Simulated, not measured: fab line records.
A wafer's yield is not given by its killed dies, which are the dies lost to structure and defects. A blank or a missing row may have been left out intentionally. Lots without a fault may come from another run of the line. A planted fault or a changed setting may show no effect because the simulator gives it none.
Split-lot trial ; flow sfq_line ; 21 wafers read from 5 lots, route of 325 steps

## THE SPLIT
At SFQ_TRILAYER_M0_BARC_OPEN_METAL_ETCH_031 (etches BARC in O2, target depth 125 nm, time 41.7 s), the setting time_s was moved away from the recipe's 41.7 s on 10 of the 21 wafers read, by -10.0% to +14.8%. For the rest of the wafers, this setting stayed at what the recipe calls for.

Reading taken at the split's own step.

## THE READING
KrF_of_TRILAYER_M0_LITHO_COAT_021.thk_nm (the simulator's own value, which no gauge read), in nm, at SFQ_TRILAYER_M0_BARC_OPEN_METAL_ETCH_031 (etches BARC in O2, target depth 125 nm, time 41.7 s). No usual value for it is given in the file. Average 522.9 nm, standard deviation 1.8 nm, over the 11 wafers here run with the recipe.

wafer;tool, chamber at the split;time_s as run, s;against the recipe;KrF_of_TRILAYER_M0_LITHO_COAT_021.thk_nm, nm;against lot-mates on the recipe
L075.1;rie_metal-02, 1;37.53;-10.0%;528.1;+5.5
L075.3;rie_metal-02, 1;41.7;recipe;522.9;-
L075.4;rie_metal-02, 0;41.7;recipe;519.8;-
L075.5;rie_metal-02, 1;41.7;recipe;525;-
L075.6;rie_metal-02, 0;37.53;-10.0%;527.3;+4.7
L077.2;rie_metal-02, 0;41.7;recipe;519.9;-
L077.3;rie_metal-02, 1;45.1;+8.2%;517.6;-2.3
L077.4;rie_metal-02, 0;45.1;+8.2%;516.5;-3.4
L078.1;rie_metal-04, 1;41.7;recipe;524.1;-
L078.3;rie_metal-04, 0;47.89;+14.8%;515.2;-8.6
L078.4;rie_metal-04, 1;41.7;recipe;523.5;-
L078.5;rie_metal-04, 0;47.89;+14.8%;515.7;-8.1
L078.6;rie_metal-04, 1;47.89;+14.8%;515.5;-8.3
L079.1;rie_metal-03, 0;47.58;+14.1%;516.1;-5.9
L079.4;rie_metal-03, 0;47.58;+14.1%;516.1;-5.9
L079.2;rie_metal-03, 1;41.7;recipe;521;-
L079.3;rie_metal-03, 1;47.58;+14.1%;513.5;-8.5
L079.5;rie_metal-03, 0;41.7;recipe;522.9;-
L082.1;rie_metal-04, 1;41.7;recipe;525.1;-
L082.2;rie_metal-04, 0;41.7;recipe;523.1;-
L082.4;rie_metal-04, 0;41.7;recipe;524.2;-

FIT RESULTS
A straight line over all 21 wafers: KrF_of_TRILAYER_M0_LITHO_COAT_021.thk_nm changes by -0.521 nm for each +1% of time_s; r = -0.94; the points scatter about the line by 1.6 nm.
The same after taking each lot's own level away (the mean of its wafers on the recipe; 21 wafers): -0.51 nm for each +1%; r = -0.96; scatter 1.2 nm.
Per that fit: largest time_s move, reading shift of 7.6 nm.
The span of the lots' own levels, 519.90 to 524.13 nm, comes to 2.4 times the standard deviation stated above.
So the lot-to-lot level changes the slope little: the two slopes agree.
Check: with one of the wafers moved furthest among these (+14.8%) left out of the fit, the line predicts -7.3 nm for it against its lot-mates. Against them it came out at -8.6 nm.

## OTHER SPLITS ON THESE WAFERS
Before the reading, these wafers also passed through other splits. Each is held against what the fit with the lots' levels taken away leaves over:
other split on the same wafers;wafers away from the commonest value;r with KrF_of_TRILAYER_M0_LITHO_COAT_021.thk_nm (lot level and that fit taken away)
SFQ_TRILAYER_INCOMING_OXIDATION_002 ox_time_s;13;-0.16
SFQ_TRILAYER_L0_LITHO_COAT_005 resist_thk_nm;5;-0.28
SFQ_TRILAYER_M0_DEP_SPUTTER_019 time_s;2;+0.33

## THE FILE'S OWN FIT
KrF_of_TRILAYER_M0_LITHO_COAT_021.thk_nm changes by -0.508 nm for each +1% of time_s, r = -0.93.
